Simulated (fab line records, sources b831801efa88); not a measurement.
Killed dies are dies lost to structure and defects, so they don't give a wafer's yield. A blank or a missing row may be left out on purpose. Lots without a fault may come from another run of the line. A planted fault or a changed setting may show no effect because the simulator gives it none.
Which tool did it? | flow sky130 | 11 lots, 33 wafers sampled, at 2 steps of a route of 708

WHAT THE GAUGES READ, wafer by wafer
SKY_FIELD_ISO_THK_MEAS_04.
lot  | measured    | on            | FIELD_ISO_CVD_03_THK (nm)
L610 | day 1 13:29 | film_metro-02 | 166.7 166.5 166.1
L611 | day 1 21:04 | film_metro-04 | 167.4 166.2 166.6
L613 | day 2 06:25 | film_metro-04 | 163.2 164.2 162.6
L614 | day 2 11:18 | film_metro-02 | 166.4 167.1 167.5
L616 | day 2 22:02 | film_metro-02 | 164.8 165.2 165.8
L619 | day 3 12:10 | film_metro-04 | 163.0 164.2 165.4
L620 | day 3 17:09 | film_metro-04 | 165.4 166.0 166.1
L621 | day 3 22:33 | film_metro-04 | 155.1 155.3 154.5
L622 | day 4 02:43 | film_metro-02 | 154.0 154.2 153.9
L623 | day 4 08:56 | film_metro-03 | 158.9 158.0 157.4
L624 | day 4 11:53 | film_metro-04 | 156.3 155.2 155.1

WHICH TOOL RAN EACH LOT (tool, then ch and the chambers of the sampled wafers, then the start)
lot  | SKY_FIELD_ISO_CVD_03
L610 | lpcvd-02 ch 1, day 1 11:41
L611 | lpcvd-02 ch 0, day 1 19:16
L613 | lpcvd-02 ch 1, day 2 04:38
L614 | lpcvd-02 ch 0, day 2 09:31
L616 | lpcvd-02 ch 1, day 2 20:14
L619 | lpcvd-02 ch 0, day 3 10:22
L620 | lpcvd-02 ch 0, day 3 15:20
L621 | lpcvd-02 ch 1, day 3 20:44
L622 | lpcvd-02 ch 0, day 4 00:56
L623 | lpcvd-02 ch 0, day 4 07:09
L624 | lpcvd-02 ch 0, day 4 10:05
- SKY_FIELD_ISO_CVD_03: deposits Si3N4 from DCS/NH3, target thk 165 nm, time 2830 s.

THE ANSWER, worked out from the rows above alone
Rule: what is usual is taken from the lots themselves. Put in order of their means at a reading, lots are off if they are a third of the lots or fewer, leave a main group of 4 or more, and stand apart from it by a gap of 3 or more times the standard deviation of the main group's means; of several such gaps the widest counts. A main group whose means are all the same, to the digits that the tables above print for the reading, isn't used. A lot without any number at a reading at which 4 lots or more have one is off too. The other lots that the step has rows for count as sound.
No lot is off at any reading shown: from this, nothing can be told.

WHAT THE SIMULATOR HAD PUT IN
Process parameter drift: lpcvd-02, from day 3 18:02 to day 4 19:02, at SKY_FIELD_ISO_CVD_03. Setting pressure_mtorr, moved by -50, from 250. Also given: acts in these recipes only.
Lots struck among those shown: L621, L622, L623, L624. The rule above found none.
